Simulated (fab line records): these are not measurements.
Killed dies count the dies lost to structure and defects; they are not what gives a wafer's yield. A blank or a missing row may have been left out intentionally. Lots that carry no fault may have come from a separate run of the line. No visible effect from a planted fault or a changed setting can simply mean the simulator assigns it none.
Comparing a struck lot with a sound one	flow sky130	14 out of 708 route steps
Sound: these wafers, L421.1, L421.2, L421.5. Struck: wafers L408.1, L408.3, L408.4. Last of all comes the cause.
Order at every step that has rows: each side's tool, ch and its chambers, its first start. Under that, the readings that differ: sound wafers	struck wafers	difference of the means	sigmas: that difference in standard deviations of wafers without a fault.
alike: same words and numbers on both sides, and readings whose means sit less than 2 such deviations apart. not compared: any withheld reading, any reading some wafer has no value for, any bound like >300 that may hide the same value, and any number with overlapping values for which the record gives no deviation.
Wherever a step has rows on one side only, a row that says differs or no value, or a row with sigmas, the two part there. Non-overlapping numbers with no deviation appear without sigmas and do not part them. A reading missing from all wafers of one side parts the sides only when that side holds two or more wafers.

SKY_METAL3_SPUTTER_04: material TiN, target thk 70 nm, time 58.3 s.
  sound: pvd-sputter-01 at day 42 14:45; struck: pvd-sputter-03 at day 39 04:25
  alike: chamber-pressure-pa, throttle-valve-pct
SKY_CAPM_CVD_00: deposits SiO2, target thk 15.5 nm.
  sound on pecvd-01 ch 0,2, day 42 14:48; struck on pecvd-03 ch 1,2, day 39 04:27
  alike: heater-power-w, susceptor-temp-C
SKY_CAPM_THK_MEAS_01:
  sound: film-metro-03 at day 42 14:50; struck: film-metro-04 at day 39 04:29
  alike: CAPM_CVD_00_THK
SKY_CAPM_SPUTTER_02: material TiN, target thk 200 nm, time 166.7 s.
  sound: pvd-sputter-04 at day 42 14:53; struck: pvd-sputter-01 at day 39 04:33
  alike: chamber-pressure-pa, susceptor-temp-C, throttle-valve-pct
SKY_CAPM_RS_MEAS_03: uses a four-point probe to measure.
  sound: film-metro-04 at day 42 14:59; struck: film-metro-02 at day 39 04:40
  alike: CAPM_TIN_RS
SKY_CAPM_THK_MEAS_04: measures by xrf.
  sound: film-metro-04 at day 42 15:07; struck: film-metro-02 at day 39 04:47
  alike: CAPM_TIN_THK
then, 6 steps without rows for these wafers: SKY_CAPM_DEHYDRATE_05 (time 60 s); SKY_CAPM_HMDS_06 (prime time 60 s); SKY_CAPM_COAT_07 (resist thk 1140 nm); SKY_CAPM_SOFTBAKE_08 (time 60 s); SKY_CAPM_EXPOSE_09 (exposes mask CAPM, target cd 1000 nm); SKY_CAPM_PEB_10.
SKY_CAPM_DEVELOP_11: develop time 60 s.
  struck on litho-track-03, day 40 04:19; sound on litho-track-03 ch 0, day 43 13:28
  no value came back on the struck wafers for chill-plate-temp-C (C), develop-time-s (s); on the sound wafers chill-plate-temp-C (C) reads 23.00 22.89 22.92
SKY_CAPM_OVL_MEAS_12:
  sound: overlay-02 at day 43 13:37; struck: overlay-01 at day 40 04:28
reading	sound	struck	difference	sigmas
CAPM_OVL (nm)	-2.0 -3.7 -1.9	- - -	no value on the struck wafers	

WHERE THEY PART
At SKY_CAPM_DEVELOP_11 first; at SKY_CAPM_OVL_MEAS_12 last (within this record only).

WHY: what had been put in by the simulator
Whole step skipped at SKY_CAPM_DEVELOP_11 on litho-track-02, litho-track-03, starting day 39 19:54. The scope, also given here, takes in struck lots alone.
